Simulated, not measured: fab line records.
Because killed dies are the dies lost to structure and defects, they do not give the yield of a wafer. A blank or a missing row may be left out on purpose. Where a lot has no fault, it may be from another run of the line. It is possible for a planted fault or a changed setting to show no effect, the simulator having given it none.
Code-filled problem report in 8D (eight disciplines) form + flow sky130 + the parts of the form that need people (team, actions taken, sign-off) are left out

## 1. THE ISSUE
VIA3_HDPCVD_THK at SKY_VIA3_THK_MEAS_01 reads a mean of 1969 nm on 3 wafers of 2 lots; wafers without a fault read 1648 nm with a standard deviation of 17. Measured from the usual mean, that is +19 standard deviations.
The first sign was on wafer L788.6 at day 43 13:20, on film_metro-02. The record has a number at this step for 33 wafers belonging to 11 lots. The rule behind "out" and "out of limits": a value lying over 4 standard deviations away from the usual mean. The rest of the wafers with a number are treated as sound.

## 2. WHAT IT IS, AND WHAT IT ISN'T
| question                    | is                           | is not                                                                                 |
|-----------------------------|------------------------------|----------------------------------------------------------------------------------------|
| which readings at this step | VIA3_HDPCVD_THK              | -                                                                                      |
| which lots                  | L788, L789                   | L771, L772, L773, L775, L776, L783, L790, L791, L793                                   |
| which wafers of those lots  | L788.6, L789.3, L789.4       | L788.3, L788.4, L789.2                                                                 |
| read on which gauges        | film_metro-02, film_metro-03 | film_metro-04                                                                          |
| when                        | from day 43 13:20            | up to then (20 sound wafers); but 10 sound wafers of L789, L790, L791, L793 came after |

## 3. WHAT RULES OUT EACH SUSPECT
Counting: any tool at a process step up to the reading remains a suspect provided it ran every lot that is out. Sound lots after the first of them don't rule it out here, since some wafers of a struck lot are sound.
- the gauge at SKY_VIA3_THK_MEAS_01: ruled out. 2 gauges (film_metro-02, film_metro-03) read the wafers that are out.
- hdpcvd-01 at SKY_VIA3_HDPCVD_00 (deposits SiO2, target thk 1635 nm, time 272.5 s): kept. It ran every lot that is out, first L788 (day 43 13:09); its last sound lot up to then is L776 (day 40 06:46). Out on those wafers are its own readings of sih4_flow_sccm.
- In hdpcvd-01 at SKY_VIA3_HDPCVD_00, the wafers that are out were processed in chamber 0 and their sound lot-mates in chambers 1, 2.
Remaining after the count: hdpcvd-01 at SKY_VIA3_HDPCVD_00.

## 4. THE CAUSE (what the simulator had put in)
hdpcvd-01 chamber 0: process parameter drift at SKY_VIA3_HDPCVD_00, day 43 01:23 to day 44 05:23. From 60, the setting sih4_flow_sccm moved by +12. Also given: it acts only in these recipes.
Counting left only this tool.

## 5. SEQUENCE OF EFFECTS, ordered by route
Each row: a reading where the mean over the struck wafers with a number is more than 3 standard deviations away from the usual. Only readings whose record carries a usual standard deviation are examined. hours: median over the lots of the time between each lot's start at the first step of this table that gives one and its start at this step. sigmas: the change, counted in usual standard deviations.
| hours | step                 | reading         | usual      | on struck wafers | change | sigmas |
|-------|----------------------|-----------------|------------|------------------|--------|--------|
| 0     | SKY_VIA3_HDPCVD_00   | sih4_flow_sccm  | 60.05 sccm | 72.15            | +12.10 | +64    |
| 0     | SKY_VIA3_THK_MEAS_01 | VIA3_HDPCVD_THK | 1648 nm    | 1969             | +321   | +19    |
It contains these process steps:
- SKY_VIA3_HDPCVD_00: deposits SiO2, target thk 1635 nm, time 272.5 s.

## 6. HOW IT WOULD HAVE BEEN CAUGHT EARLIER
12 hours passed between the start of the fault at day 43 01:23 and the first reading out of limits at a measuring or inspecting step in this record, taken at day 43 13:20.
The tool's own readings at SKY_VIA3_HDPCVD_00 were out on every struck wafer that the step has a row for (sih4_flow_sccm): an alarm limit on them would have fired on the first of those.
Of the lots that are out (2), L789 began SKY_VIA3_HDPCVD_00 on hdpcvd-01 after day 43 13:20. A hold on the tool at that time would have spared it.
